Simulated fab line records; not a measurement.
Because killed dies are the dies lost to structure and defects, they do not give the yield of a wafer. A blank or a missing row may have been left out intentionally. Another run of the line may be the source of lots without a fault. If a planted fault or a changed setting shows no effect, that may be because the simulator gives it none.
fab line records	flow gf180mcu
[record] lots = 11	wafers = 33	last_day = 34
route steps=602 shown V1@361 M2@364 V3@433
lots that met no fault: taken from a fault-free run of the same line
start_h: hours from the record's first day to the start of the lot's first wafer shown	wait_h: time in hours since the lot's previous step	" repeats the value in the row above	L1.1+2: a row that stands for several wafers	- value missing, or start not given	* or withheld: withheld	< > ~ a bound
route shown NAME@n: a module of which the file shows steps, and the number in the route of the first	usual: mean/standard deviation taken from wafers without a fault	same: alike in all rows	chamber/n: place in a boat	sites: readings site by site	_std_site: how widely they spread, as a standard deviation	_edge_site: inner sites' mean taken away from outer sites' mean	radius_mm: for every site, how far away it sits from the centre of the wafer	mask NAME#n: copy n	behind: the most recent tool/chamber to have shaped the wafer	hold: reason for holding the lot/hours on hold/outcome of the hold	device: which transistor (n, p or np) failed to switch	end of line: the same wafers' tests at the end of the route	for a step that has no rows: nothing shown but its recipe	killed: at the first sort, the dies lost to defects and structure; wafer yield is something else	map: a wafer's dies, x killed, . not, _ none there
set.NAME: the setting as run; set.NAME@STEP: as run at that earlier step	model.NAME: the simulator's own value behind a step, which no gauge read
one table for each step of the route and one row for each wafer, over a sample of lots
services: the hour from which a tool's chamber was out of use, counted from the record's first day as start_h (under 0 if before that day), plus the number of hours and why
[[steps]]
[step GF_V1_CMP_26]
[recipe] stop_on = SiO2	down_force_psi = 3.5	platen_rpm = 60	t_overpolish_s = 15	target_thk_nm = 0	pad_velocity_m_s = 0.94248
[usual] edge_zone_pressure_frac = 1.000/0.0049	motor_current_A = 11.2/0.62	overpolish_run_s = 15.002/0.0086	time_to_endpoint_s = 85.8/2.8
lot.wafer	tool	chamber	start_h	wait_h	edge_zone_pressure_frac	motor_current_A	overpolish_run_s	time_to_endpoint_s
L595.4	cmp-02	0	409.31	0.1	0.998	12.9	15.005	82.4
L595.6	"	2	"	"	1.001	10.5	15.021	86.6
L595.5	"	3	"	"	1.002	10.5	14.992	80.2
L596.4	cmp-01	3	420.77	0.1	1.001	10.6	15.013	88.4
L596.3	"	0	"	"	1.006	10.8	14.990	88.5
L596.5	"	3	"	"	1.005	10.8	14.994	87.9
L597.2	cmp-01	3	448.64	0.0	1.006	11.1	14.991	87.9
L597.1	"	0	"	"	0.991	11.2	15.018	86.0
L597.6	"	0	"	"	0.996	10.7	15.003	88.0
L598.4	cmp-02	0	451.90	0.1	1.010	12.6	15.003	86.8
L598.1	"	1	"	"	0.993	11.2	14.997	81.9
L598.6	"	2	"	"	1.007	10.8	15.007	85.9
L600.4	cmp-02	0	460.86	0.0	1.009	12.2	15.003	84.2
L600.2	"	2	"	"	1.004	10.9	15.000	88.3
L600.5	"	1	"	"	1.001	11.1	14.998	85.6
L607.1	cmp-02	2	516.21	0.1	1.002	11.0	15.004	85.8
L607.3	"	3	"	"	0.995	11.0	15.008	87.1
L607.4	"	1	"	"	0.998	10.8	14.990	88.9
L610.2	cmp-01	2	544.93	0.6	0.998	11.8	15.001	82.9
L610.1	"	0	"	"	1.006	10.2	14.992	85.3
L610.5	"	3	"	"	1.004	11.0	14.999	84.4
L612.4	cmp-01	0	583.69	0.0	1.005	10.3	15.001	83.6
L612.2	"	3	"	"	0.993	11.2	15.006	87.0
L612.6	"	1	"	"	0.997	11.4	15.006	90.3
L614.2	cmp-02	0	585.87	0.0	0.997	11.7	14.993	85.2
L614.1	"	1	"	"	0.991	11.1	15.004	88.1
L614.3	"	3	"	"	0.996	10.6	15.003	86.6
L617.1	cmp-02	1	592.52	0.1	1.007	11.1	15.005	86.6
L617.5	"	0	"	"	0.996	12.4	14.997	84.9
L617.6	"	1	"	"	1.005	11.2	15.011	84.1
L618.2	cmp-01	2	611.56	0.0	1.007	10.8	14.998	89.2
L618.4	"	3	"	"	1.001	10.6	14.991	89.9
L618.1	"	0	"	"	1.001	10.3	14.990	90.6
[step GF_M2_SPUTTER_02]
[recipe] material = AlCu	target_thk_nm = 450	power_w = 10600	time_s = 23.9	chamber_pressure_pa = 0.4
[usual] throttle_valve_pct = 30.1/1.1
lot.wafer	tool	chamber	start_h	wait_h	throttle_valve_pct
L595.4	pvd_sputter-02	-	409.64	0.0	30.0
L595.5	"	-	"	"	30.3
L595.6	"	-	"	"	29.0
L596.3	pvd_sputter-02	-	421.15	0.0	31.3
L596.4	"	-	"	"	32.1
L596.5	"	-	"	"	29.0
L597.1	pvd_sputter-04	-	449.07	0.0	30.2
L597.2	"	-	"	"	30.8
L597.6	"	-	"	"	31.0
L598.1	pvd_sputter-02	-	452.23	0.0	30.2
L598.4	"	-	"	"	30.0
L598.6	"	-	"	"	32.2
L600.2	pvd_sputter-03	-	461.29	0.0	28.6
L600.4	"	-	"	"	31.1
L600.5	"	-	"	"	31.0
L607.1	pvd_sputter-04	-	516.64	0.0	30.3
L607.3	"	-	"	"	30.2
L607.4	"	-	"	"	30.0
L610.1	pvd_sputter-02	-	545.38	0.0	31.3
L610.2	"	-	"	"	32.4
L610.5	"	-	"	"	31.1
L612.2	pvd_sputter-03	-	584.12	0.0	28.4
L612.4	"	-	"	"	31.4
L612.6	"	-	"	"	31.1
L614.1	pvd_sputter-04	-	586.30	0.0	31.0
L614.2	"	-	"	"	30.1
L614.3	"	-	"	"	29.8
L617.1	pvd_sputter-04	-	592.90	0.0	30.5
L617.5	"	-	"	"	30.1
L617.6	"	-	"	"	30.6
L618.1	pvd_sputter-02	-	611.99	0.0	32.3
L618.2	"	-	"	"	30.0
L618.4	"	-	"	"	29.0
[step GF_M2_RS_MEAS_05]
[recipe] thk_meas_gauge = four-point-probe	reads = TiN_of_M2_SPUTTER_04+Ti_of_M2_SPUTTER_03+AlCu_of_M2_SPUTTER_02+TiN_of_M2_SPUTTER_01+Ti_of_M2_SPUTTER_00
[usual] M2_ALCU_RS = 0.0696/0.00068
lot.wafer	tool	chamber	start_h	wait_h	M2_ALCU_RS[ohm/sq]
L595.4	film_metro-01	-	409.79	0.1	0.0694
L595.5	"	-	"	"	0.0699
L595.6	"	-	"	"	0.0696
L596.3	film_metro-02	-	421.28	0.1	0.0684
L596.4	"	-	"	"	0.0685
L596.5	"	-	"	"	0.0692
L597.1	film_metro-01	-	449.16	0.0	0.0695
L597.2	"	-	"	"	0.0703
L597.6	"	-	"	"	0.0697
L598.1	film_metro-01	-	452.32	0.0	0.0686
L598.4	"	-	"	"	0.0690
L598.6	"	-	"	"	0.0692
L600.2	film_metro-02	-	461.40	0.0	0.0689
L600.4	"	-	"	"	0.0698
L600.5	"	-	"	"	0.0693
L607.1	film_metro-02	-	516.73	0.0	0.0692
L607.3	"	-	"	"	0.0690
L607.4	"	-	"	"	0.0693
L610.1	film_metro-01	-	545.48	0.0	0.0681
L610.2	"	-	"	"	0.0681
L610.5	"	-	"	"	0.0677
L612.2	film_metro-03	-	584.23	0.0	0.0693
L612.4	"	-	"	"	0.0689
L612.6	"	-	"	"	0.0694
L614.1	film_metro-02	-	586.39	0.0	0.0689
L614.2	"	-	"	"	0.0689
L614.3	"	-	"	"	0.0693
L617.1	film_metro-02	-	592.99	0.0	0.0703
L617.5	"	-	"	"	0.0699
L617.6	"	-	"	"	0.0699
L618.1	film_metro-03	-	612.08	0.0	0.0696
L618.2	"	-	"	"	0.0700
L618.4	"	-	"	"	0.0693
[step GF_V3_CMP_04]
[recipe] material = SiO2	down_force_psi = 4	platen_rpm = 60	pad_velocity_m_s = 0.94248
[usual] edge_zone_pressure_frac = 1.000/0.0047	motor_current_A = 12.3/0.84	time_to_endpoint_s = 81/4.8
lot.wafer	tool	chamber	start_h	wait_h	edge_zone_pressure_frac	motor_current_A	time_to_endpoint_s
L595.4	cmp-02	1	486.43	0.1	1.001	11.9	80
L595.6	"	0	"	"	1.004	14.6	78
L595.5	"	1	"	"	0.996	11.7	84
L596.4	cmp-01	0	498.48	0.0	1.005	11.9	83
L596.3	"	3	"	"	0.994	12.2	78
L596.5	"	0	"	"	0.999	12.1	79
L597.1	cmp-01	0	523.10	0.1	1.003	11.2	79
L597.2	"	1	"	"	0.997	11.9	78
L597.6	"	0	"	"	1.000	11.7	82
L598.4	cmp-02	0	539.49	0.2	1.002	13.6	78
L598.1	"	3	"	"	0.996	12.2	77
L598.6	"	1	"	"	0.998	12.1	83
L600.4	cmp-02	2	542.01	0.1	0.999	11.7	77
L600.2	"	0	"	"	0.998	14.1	70
L600.5	"	1	"	"	1.001	12.6	86
L607.1	cmp-02	3	589.75	0.1	1.001	12.0	100
L607.4	"	0	"	"	1.008	14.5	82
L607.3	"	1	"	"	0.998	11.9	81
L610.2	cmp-01	1	613.69	0.1	0.991	11.1	89
L610.1	"	3	"	"	0.998	11.5	81
L610.5	"	0	"	"	1.005	11.2	88
L612.4	cmp-01	0	650.28	0.0	1.009	12.2	87
L612.2	"	3	"	"	0.997	11.9	92
L612.6	"	0	"	"	1.005	11.2	89
L614.3	cmp-01	2	651.58	0.0	0.995	12.7	83
L614.2	"	3	"	"	1.001	12.3	82
L614.1	"	0	"	"	1.004	11.7	86
L617.1	cmp-01	0	658.43	0.1	0.997	11.5	75
L617.6	"	3	"	"	1.010	11.8	77
L617.5	"	0	"	"	1.000	11.5	81
L618.1	cmp-01	2	676.66	0.1	1.004	12.9	76
L618.2	"	3	"	"	1.010	11.8	78
L618.4	"	0	"	"	0.999	11.1	83
[step GF_V3_ETCH_17]
[recipe] chemistry = C4F8/O2/Ar	mask_material = KrF	target = SiO2	stop_on = TiN	source_w = 1500	bias_w = 1200	pressure_mtorr = 40	c4f8_flow_sccm = withheld	O2_flow_sccm = 6	Ar_flow_sccm = 300	time_s = withheld	target_depth_a = 6350
[usual] oes_product_au = 0.856/0.005
lot.wafer	tool	chamber	start_h	wait_h	oes_product_au
L595.4	rie_diel-04	0	-	-	0.857
L595.5	"	1	"	"	0.851
L595.6	"	2	"	"	0.857
L596.3	rie_diel-03	0	-	-	0.866
L596.4	"	1	"	"	0.857
L596.5	"	2	"	"	0.858
L597.1	rie_diel-03	0	-	-	0.865
L597.2	"	1	"	"	0.851
L597.6	"	0	"	"	0.859
L598.1	rie_diel-03	2	-	-	0.861
L598.4	"	3	"	"	0.852
L598.6	"	2	"	"	0.853
L600.2	rie_diel-01	3	-	-	0.853
L600.4	"	0	"	"	0.845
L600.5	"	1	"	"	0.856
L607.1	rie_diel-04	1	-	-	0.811
L607.3	"	2	"	"	0.854
L607.4	"	3	"	"	0.862
L610.1	rie_diel-03	0	-	-	0.859
L610.2	"	1	"	"	0.857
L610.5	"	0	"	"	0.870
L612.2	rie_diel-03	0	-	-	0.860
L612.4	"	3	"	"	0.861
L612.6	"	2	"	"	0.860
L614.1	rie_diel-03	1	-	-	0.854
L614.2	"	0	"	"	0.851
L614.3	"	2	"	"	0.858
L617.1	rie_diel-01	1	-	-	0.861
L617.5	"	0	"	"	0.858
L617.6	"	3	"	"	0.861
L618.1	rie_diel-04	2	-	-	0.858
L618.2	"	3	"	"	0.847
L618.4	"	3	"	"	0.854
[[services]]
tool	chamber	start_h	hours	kind
cmp-02	-	391.09	0.8	repair
cmp-02	-	404.90	4.0	pm
cmp-01	-	411.01	7.4	pm
rie_diel-04	-	422.26	2.8	pm
pvd_sputter-02	-	429.28	6.2	repair
rie_diel-03	1	443.15	14.9	repair
cmp-02	-	448.72	0.3	repair
pvd_sputter-02	-	455.66	4.7	repair
cmp-02	-	456.48	1.1	repair
rie_diel-04	2	474.04	16.1	repair
pvd_sputter-04	-	481.48	4.3	repair
cmp-02	-	508.31	0.2	repair
cmp-02	-	518.56	4.8	pm
cmp-01	-	532.11	0.3	repair
cmp-01	-	534.36	5.0	pm
pvd_sputter-04	-	562.72	5.7	repair
cmp-01	-	572.00	4.0	pm
cmp-02	-	577.85	0.8	repair
rie_diel-03	-	587.27	2.8	pm
cmp-02	-	624.14	0.8	repair
cmp-02	-	659.94	5.9	pm
cmp-02	-	665.99	0.2	repair
cmp-02	-	666.08	0.9	repair
rie_diel-03	0	675.65	3.6	repair
[[key]]
[first_sign] step = GF_V3_CMP_04	reading = time_to_endpoint_s	direction = up	sigmas = 3.9	usual = *	struck = *
[effect] step = GF_V3_ETCH_17	reading = oes_product_au	direction = down	sigmas = 9	usual = 0.856	struck = 0.811
met_at GF_V3_CMP_04
struck_lots L607
struck_wafers L607.1
not_acting_at GF_V1_CMP_26,GF_M2_SPUTTER_02,GF_M2_RS_MEAS_05
onset_between 542.01 589.75
[fault] kind = process_parameter_drift	tool = cmp-02	chamber = -	onset_h = 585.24	steps = GF_V3_CMP_04	channel = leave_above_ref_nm	offset = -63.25	shape = step	end_h = 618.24	scope = struck_wafers_only	acts_in = these_recipes_only	stated = 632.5
